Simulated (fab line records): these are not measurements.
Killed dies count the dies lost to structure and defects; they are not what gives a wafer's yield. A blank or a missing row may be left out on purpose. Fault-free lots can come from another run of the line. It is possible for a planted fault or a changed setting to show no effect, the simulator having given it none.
Chamber matching ; flow gf180mcu ; 4 sister chambers for GF_V3_CMP_26 on cmp-01
The step polishes, stops on SiO2, t overpolish 15 s, target thk 0 nm. 18 wafers are shown with their chamber, then 9 later ones without.

EACH WAFER AND ITS CHAMBER
wafer;chamber;motorCurrentA (A);timeToEndpointS (s);slurryFlowMlMin
L646.3;0;11.5;92;150.1
L646.4;2;11.2;83;150.0
L646.5;2;11.0;81;149.8
L647.2;0;10.7;86;150.1
L647.4;3;11.2;80;150.3
L647.5;1;9.9;83;149.7
L649.3;0;11.5;89;149.8
L649.5;1;10.4;87;150.3
L649.6;2;11.2;77;149.2
L655.1;3;11.1;83;149.5
L655.5;2;10.6;79;150.2
L655.6;3;11.2;85;149.0
L656.1;0;11.1;91;150.2
L656.4;1;9.2;90;150.3
L656.6;1;9.5;89;151.3
L662.1;2;11.3;80;150.0
L662.2;3;10.6;85;150.3
L662.4;0;11.3;88;149.7

SIGNATURES, as means of the wafers listed above
reading;chamber 0;chamber 1;chamber 2;chamber 3;scatter within a chamber
motorCurrentA;11.220;9.750;11.060;11.025;0.36
timeToEndpointS;89.20;87.25;80.00;83.25;2.51
slurryFlowMlMin;149.980;150.400;149.840;149.775;0.488
Rule: a wafer lies at a distance from a chamber equal to the root of the sum of squares, over the readings, of (its reading less the chamber's mean, divided by the reading's scatter). The wafer belongs to the nearest chamber; if the next one is less than 2 further off, it can't be placed. The scatter is the square root of a quotient: the sum, over the shown wafers, of each reading's squared deviation from its chamber's mean, divided by wafers minus chambers.

WAFERS WITH NO CHAMBER GIVEN
wafer;motorCurrentA (A);timeToEndpointS (s);slurryFlowMlMin
L665.2;11.1;78;150.5
L665.4;10.9;82;149.8
L665.5;9.6;82;149.0
L666.2;9.6;83;149.6
L666.4;11.6;80;149.9
L666.5;9.2;85;149.5
L667.3;10.5;84;149.8
L667.4;11.3;92;150.0
L667.6;10.7;81;150.1

CHAMBER TAKEN BY EACH
wafer;from the rows above;in truth
L665.2;can't be placed: 2 or 3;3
L665.4;can't be placed: 3 or 2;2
L665.5;can't be placed: 1 or 3 or 2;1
L666.2;can't be placed: 1 or 3 or 2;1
L666.4;can't be placed: 2 or 3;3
L666.5;1;1
L667.3;can't be placed: 3 or 2 or 1 or 0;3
L667.4;0;0
L667.6;can't be placed: 2 or 3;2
Correctly placed: 2 of 9. These rows do not allow placing 7 (true chamber among the candidates in 7). 0 placed wrongly.
